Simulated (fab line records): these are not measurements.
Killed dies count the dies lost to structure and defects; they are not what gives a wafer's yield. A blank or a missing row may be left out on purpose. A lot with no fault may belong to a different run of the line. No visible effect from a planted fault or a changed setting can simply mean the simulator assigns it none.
fab line records	flow gf180mcu
record lots=12	wafers=34	last-day=34
route steps=602 shown M3@424 V4@478 M5@536
lots that met no fault: from a run of the same line without faults
start-h: hours from the record's first day to the start of the lot's first wafer shown	wait-h: hours since the lot's step before	" repeats the value in the row above	L1.1+2: one row covering several wafers at once	- no value present, or no start provided	* or withheld: withheld	< > ~ a bound
route shown NAME@n: NAME is a module with steps in the file, n the number in the route of the first one	usual: mean/standard deviation taken from wafers without a fault	same: alike in all rows	chamber/n: place in a boat	sites: readings site by site	_std_site: how widely they spread, as a standard deviation	_edge_site: outer sites' mean less inner sites'	radius-mm: for every site, how far away it sits from the centre of the wafer	mask NAME#n: copy n	behind: tool/chamber where the wafer was last shaped	hold: why the lot went on hold/how many hours it stayed there/how the hold came to an end	device: transistor that didn't switch, given as n, p or np	end of line: the same wafers' tests at the end of the route	a step without rows: its recipe alone	killed: not the wafer's yield, but the dies lost to structure and defects at the first sort	map: shows each die of a wafer: x if killed, . if not, _ if none is there
set.NAME: the setting that was run; set.NAME@STEP: the one run at that earlier step	model.NAME: the simulator's own value behind a step, which no gauge read
steps of the route over a sample of lots; a table a step, a row a wafer
services: a tool's chamber out of use, with start hour (start-h, from the record's first day; less than 0 if before it), hours out, and reason
## steps
# step GF_M3_OVL_MEAS_15
# usual M3_OVL=1/6
lot.wafer	tool	chamber	start-h	wait-h	M3_OVL[nm]
L927.1	overlay-01	-	494.60	0.1	6
L927.3	"	-	"	"	3
L927.6	"	-	"	"	-2
L929.2	overlay-01	-	511.29	0.1	-8
L929.5	"	-	"	"	4
L929.6	"	-	"	"	-3
L931.2	overlay-01	-	529.65	0.1	-5
L931.3	"	-	"	"	5
L931.4	"	-	"	"	-5
L932.3	overlay-01	-	540.19	0.1	-2
L932.4	"	-	"	"	-2
L932.5	"	-	"	"	-1
L934.4	overlay-01	-	550.06	0.1	0
L934.5	"	-	"	"	-1
L934.6	"	-	"	"	-6
L943.3	overlay-01	-	634.09	0.1	4
L943.4	"	-	"	"	5
L944.2	overlay-01	-	636.95	0.1	1
L944.5	"	-	"	"	-1
L945.2	overlay-01	-	642.00	0.1	2
L945.4	"	-	"	"	0
L945.6	"	-	"	"	-2
L947.1	overlay-02	-	656.78	0.1	0
L947.5	"	-	"	"	-2
L947.6	"	-	"	"	1
L948.1	overlay-01	-	660.18	0.1	8
L948.2	"	-	"	"	10
L948.3	"	-	"	"	4
L949.1	overlay-02	-	665.34	0.1	-1
L949.3	"	-	"	"	-9
L949.6	"	-	"	"	2
L950.1	overlay-01	-	678.19	0.1	9
L950.2	"	-	"	"	3
L950.3	"	-	"	"	10
# step GF_V4_CVD_02
# recipe material=SiO2	target-thk-nm=850	precursor=TEOS	temp-c=400	time-s=94.851	rf-w=600
# usual heater-power-w=580/92
lot.wafer	tool	chamber	start-h	wait-h	heater-power-w	since-wet-clean-h
L927.1	pecvd-03	2	545.31	0.1	551	579
L927.3	"	1	"	"	526	579
L927.6	"	1	"	"	570	-
L929.2	pecvd-03	2	561.48	0.0	529	595
L929.5	"	0	"	"	570	-
L929.6	"	1	"	"	489	-
L931.2	pecvd-01	1	579.37	0.0	445	405
L931.3	"	2	"	"	688	405
L931.4	"	0	"	"	592	-
L932.3	pecvd-03	1	588.92	0.0	601	623
L932.4	"	1	"	"	477	-
L932.5	"	0	"	"	462	-
L934.4	pecvd-01	0	598.36	0.1	565	-
L934.5	"	1	"	"	520	-
L934.6	"	2	"	"	720	-
L943.3	pecvd-04	2	677.35	0.0	723	72
L943.4	"	1	"	"	467	-
L944.2	pecvd-04	1	681.87	0.0	473	77
L944.5	"	0	"	"	703	-
L945.2	pecvd-03	1	684.94	0.0	567	719
L945.4	"	2	"	"	510	-
L945.6	"	1	"	"	593	-
L947.1	pecvd-04	2	698.11	0.1	726	93
L947.5	"	0	"	"	729	-
L947.6	"	1	"	"	474	-
L948.1	pecvd-01	0	702.70	0.1	569	528
L948.2	"	1	"	"	541	528
L948.3	"	2	"	"	687	528
L949.1	pecvd-04	2	712.02	0.1	677	107
L949.3	"	0	"	"	695	107
L949.6	"	2	"	"	715	-
L950.1	pecvd-01	1	718.75	0.1	522	544
L950.2	"	2	"	"	687	544
L950.3	"	0	"	"	519	544
# step GF_V4_STRIP_18
# recipe chemistry=O2/N2	power-w=1400	pressure-mtorr=1500	platen-temp-c=250	o2-flow-sccm=3000	n2-flow-sccm=300	overash-fraction=0.5
# usual drypump-motor-current-A=5.7/0.55	heater-power-w=351/33	oes-product-au=0.594/0.0046
lot.wafer	tool	chamber	start-h	wait-h	drypump-motor-current-A	heater-power-w	oes-product-au	rf-hours-counter-h
L927.1	plasma-asher-01	1	569.22	-	5.5	319	0.596	16
L927.3	"	0	"	"	5.7	382	0.588	-
L927.6	"	1	"	"	5.5	322	0.597	-
L929.2	plasma-asher-01	0	584.54	-	5.7	377	0.590	18
L929.5	"	1	"	"	5.5	313	0.600	-
L929.6	"	0	"	"	5.7	385	0.600	-
L931.2	plasma-asher-03	0	601.98	-	4.9	407	0.590	78
L931.3	"	1	"	"	4.8	360	0.591	-
L931.4	"	0	"	"	4.8	398	0.601	-
L932.3	plasma-asher-02	0	611.30	-	6.2	310	0.593	-
L932.4	"	1	"	"	6.4	363	0.594	-
L932.5	"	1	"	"	6.4	352	0.595	-
L934.4	plasma-asher-03	0	619.77	-	4.8	396	0.598	-
L934.5	"	0	"	"	4.8	402	0.597	-
L934.6	"	1	"	"	4.8	367	0.594	-
L943.3	plasma-asher-01	1	697.57	-	5.5	320	0.598	-
L943.4	"	0	"	"	5.7	376	0.593	-
L944.2	plasma-asher-02	0	701.69	-	6.2	312	0.599	62
L944.5	"	1	"	"	6.4	350	0.595	-
L945.2	plasma-asher-03	1	704.38	-	4.8	361	0.589	90
L945.4	"	0	"	"	4.8	394	0.601	-
L945.6	"	0	"	"	4.8	392	0.592	-
L947.1	plasma-asher-01	0	717.13	-	5.7	382	0.600	33
L947.5	"	1	"	"	5.5	309	0.601	-
L947.6	"	0	"	"	5.7	378	0.600	-
L948.1	plasma-asher-02	1	721.77	-	6.4	350	0.596	64
L948.2	"	0	"	"	6.3	304	0.601	64
L948.3	"	1	"	"	6.4	359	0.591	-
L949.1	plasma-asher-02	0	730.62	-	6.3	311	0.591	65
L949.3	"	1	"	"	6.4	354	0.592	-
L949.6	"	1	"	"	6.4	352	0.593	-
L950.1	plasma-asher-02	1	736.64	-	6.4	352	0.598	66
L950.2	"	0	"	"	6.3	303	0.596	66
L950.3	"	0	"	"	6.3	307	0.585	-
# step GF_M5_METAL_ETCH_10
# recipe chemistry=Cl2/BCl3	mask-material=KrF	target-depth-nm=750.8	stop-on=SiO2	pressure-mtorr=8	icp-w=800	bias-w=140	Cl2_flow_sccm=80	bcl3-flow-sccm=40	time-s=125.1
# usual drypump-motor-current-A=5.6/0.34	oes-product-au=0.987/0.0067	run-length-s=153.4/0.32	throttle-valve-pct=28.234/0.01
lot.wafer	tool	chamber	start-h	wait-h	drypump-motor-current-A	oes-product-au	rf-hours-counter-h	run-length-s	throttle-valve-pct
L927.1	rie-metal-03	1	614.00	0.0	6.0	0.988	12	153.3	28.237
L927.3	"	0	"	"	6.1	1.001	-	153.6	28.220
L927.6	"	1	"	"	6.0	0.986	-	153.4	28.231
L929.2	rie-metal-03	0	628.78	0.0	6.1	0.986	3	153.7	28.256
L929.5	"	0	"	"	6.1	1.003	-	154.0	28.239
L929.6	"	1	"	"	6.0	0.986	-	153.1	28.240
L931.2	rie-metal-04	1	644.23	0.0	5.3	0.978	1	153.8	28.237
L931.3	"	0	"	"	5.5	0.987	-	153.5	28.238
L931.4	"	1	"	"	5.3	0.993	-	153.0	28.248
L932.3	rie-metal-01	1	653.34	0.1	5.3	0.985	-	152.9	28.222
L932.4	"	0	"	"	5.8	0.991	-	153.1	28.247
L932.5	"	0	"	"	5.8	0.981	-	153.6	28.238
L934.4	rie-metal-03	1	662.13	0.1	6.1	0.987	-	153.1	28.231
L934.5	"	1	"	"	6.0	0.984	-	153.2	28.241
L934.6	"	0	"	"	6.0	0.993	-	153.5	28.217
L943.3	rie-metal-03	0	735.32	0.1	6.1	0.997	-	153.7	28.220
L943.4	"	0	"	"	6.0	1.013	-	139.6	28.217
L944.2	rie-metal-03	0	738.43	0.1	6.1	0.992	-	154.2	28.236
L944.5	"	0	"	"	6.1	1.008	-	139.4	28.210
L945.2	rie-metal-04	0	741.60	0.0	5.4	0.982	11	153.1	28.233
L945.4	"	1	"	"	5.3	0.976	-	153.3	28.248
L945.6	"	0	"	"	5.4	0.995	-	153.2	28.209
L947.1	rie-metal-04	1	753.03	0.0	5.3	0.977	5	153.2	28.247
L947.5	"	1	"	"	5.3	0.982	-	153.2	28.234
L947.6	"	1	"	"	5.3	0.980	-	153.1	28.231
L948.1	rie-metal-01	1	759.03	0.0	5.3	0.975	9	152.9	28.233
L948.2	"	0	"	"	5.8	0.995	7	153.1	28.217
L948.3	"	1	"	"	5.3	0.993	-	153.5	28.229
L949.1	rie-metal-01	1	767.15	0.0	5.3	0.988	10	153.3	28.245
L949.3	"	1	"	"	5.3	0.988	-	153.3	28.239
L949.6	"	1	"	"	5.3	0.979	-	153.6	28.234
L950.1	rie-metal-01	0	772.33	0.0	5.9	0.989	7	152.9	28.220
L950.2	"	1	"	"	5.3	0.986	10	153.7	28.222
L950.3	"	1	"	"	5.3	0.983	-	152.8	28.224
# step GF_M5_STRIP_11
# recipe chemistry=O2/N2	power-w=1400	pressure-mtorr=1500	platen-temp-c=250	o2-flow-sccm=3000	n2-flow-sccm=300	overash-fraction=0.5
# usual drypump-motor-current-A=5.2/0.35	heater-power-w=356/36	oes-product-au=0.525/0.0053	strip-time-to-endpoint-s=7.08/0.052
lot.wafer	tool	chamber	start-h	wait-h	drypump-motor-current-A	heater-power-w	oes-product-au	rf-hours-counter-h	strip-time-to-endpoint-s
L927.1	plasma-asher-01	0	614.13	0.1	5.7	392	0.526	22	7.08
L927.3	"	1	"	"	5.5	316	0.527	-	6.99
L927.6	"	1	"	"	5.5	313	0.523	-	7.10
L929.2	plasma-asher-03	0	628.91	0.1	4.8	393	0.522	82	7.02
L929.5	"	1	"	"	4.8	368	0.517	-	7.02
L929.6	"	0	"	"	4.8	390	0.524	-	7.13
L931.2	plasma-asher-04	0	644.36	0.1	5.2	315	0.526	100	7.11
L931.3	"	1	"	"	5.4	302	0.528	-	7.04
L931.4	"	0	"	"	5.3	304	0.520	-	7.10
L932.3	plasma-asher-04	0	653.46	0.1	5.2	304	0.520	-	7.09
L932.4	"	1	"	"	5.3	304	0.533	-	7.09
L932.5	"	1	"	"	5.3	304	0.525	-	7.07
L934.4	plasma-asher-04	1	662.25	0.1	5.4	298	0.530	-	7.11
L934.5	"	1	"	"	5.3	305	0.524	-	7.08
L934.6	"	0	"	"	5.2	304	0.517	-	7.01
L943.3	plasma-asher-03	0	735.53	0.2	4.8	395	0.529	-	7.05
L943.4	"	1	"	"	4.8	366	0.540	-	7.39
L944.2	plasma-asher-03	1	738.64	0.2	4.8	360	0.516	93	6.94
L944.5	"	0	"	"	4.8	395	0.538	-	7.30
L945.2	plasma-asher-01	0	741.73	0.1	5.6	393	0.525	36	7.10
L945.4	"	1	"	"	5.5	318	0.530	-	7.18
L945.6	"	1	"	"	5.5	314	0.526	-	7.05
L947.1	plasma-asher-03	1	753.29	0.2	4.8	353	0.522	95	7.12
L947.5	"	0	"	"	4.8	387	0.528	-	7.04
L947.6	"	1	"	"	4.8	354	0.523	-	7.10
L948.1	plasma-asher-04	1	759.16	0.1	5.3	310	0.529	2	7.16
L948.2	"	0	"	"	5.2	315	0.524	2	7.08
L948.3	"	1	"	"	5.3	307	0.533	-	7.14
L949.1	plasma-asher-03	0	767.41	0.2	4.8	400	0.526	96	7.07
L949.3	"	0	"	"	4.8	396	0.531	-	7.08
L949.6	"	0	"	"	4.8	403	0.524	-	7.12
L950.1	plasma-asher-04	0	772.46	0.1	5.2	312	0.526	3	7.06
L950.2	"	1	"	"	5.4	314	0.527	3	7.11
L950.3	"	0	"	"	5.2	319	0.525	-	7.11
## services
tool	chamber	start-h	hours	kind
rie-metal-03	-	524.24	2.8	pm
pecvd-03	1	534.16	5.3	repair
plasma-asher-02	-	537.68	2.3	repair
plasma-asher-03	-	542.19	24.7	pm
rie-metal-04	-	544.92	2.8	pm
rie-metal-01	0	554.40	10.3	repair
pecvd-03	0	571.72	2.5	repair
pecvd-04	-	591.12	14.0	pm
plasma-asher-03	-	594.91	2.7	repair
rie-metal-01	1	605.71	5.0	repair
plasma-asher-04	-	606.65	28.1	pm
rie-metal-03	-	632.69	0.2	repair
pecvd-01	-	648.21	2.8	pm
pecvd-04	1	658.70	4.2	repair
pecvd-04	0	662.03	3.3	repair
plasma-asher-03	-	673.03	0.6	repair
rie-metal-04	-	698.27	0.6	repair
rie-metal-04	1	702.49	6.4	repair
plasma-asher-03	-	728.11	3.9	repair
plasma-asher-04	-	733.75	9.0	pm
rie-metal-04	0	751.23	6.2	repair
pecvd-01	2	756.46	3.8	repair
plasma-asher-03	-	756.84	2.8	pm
rie-metal-01	0	761.04	7.6	repair
## key
first-sign step=GF_M5_METAL_ETCH_10	reading=run-length-s	direction=down	sigmas=44	usual=*	struck=*
effect step=GF_M5_METAL_ETCH_10	reading=oes-product-au	direction=up	sigmas=3.6	usual=0.987	struck=1.011
effect step=GF_M5_STRIP_11	reading=strip-time-to-endpoint-s	direction=up	sigmas=5.1	usual=*	struck=*
met-at GF_M5_METAL_ETCH_10
struck-lots L943,L944
struck-wafers L943.4,L944.5
not-acting-at GF_M3_OVL_MEAS_15,GF_V4_CVD_02,GF_V4_STRIP_18
onset-between 662.13 735.32
fault kind=process-parameter-drift	tool=rie-metal-03	chamber=-	onset-h=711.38	steps=GF_M5_METAL_ETCH_10	channel=time-s	offset=*	shape=step	end-h=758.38	scope=struck-wafers-only	acts-in=*	stated=*
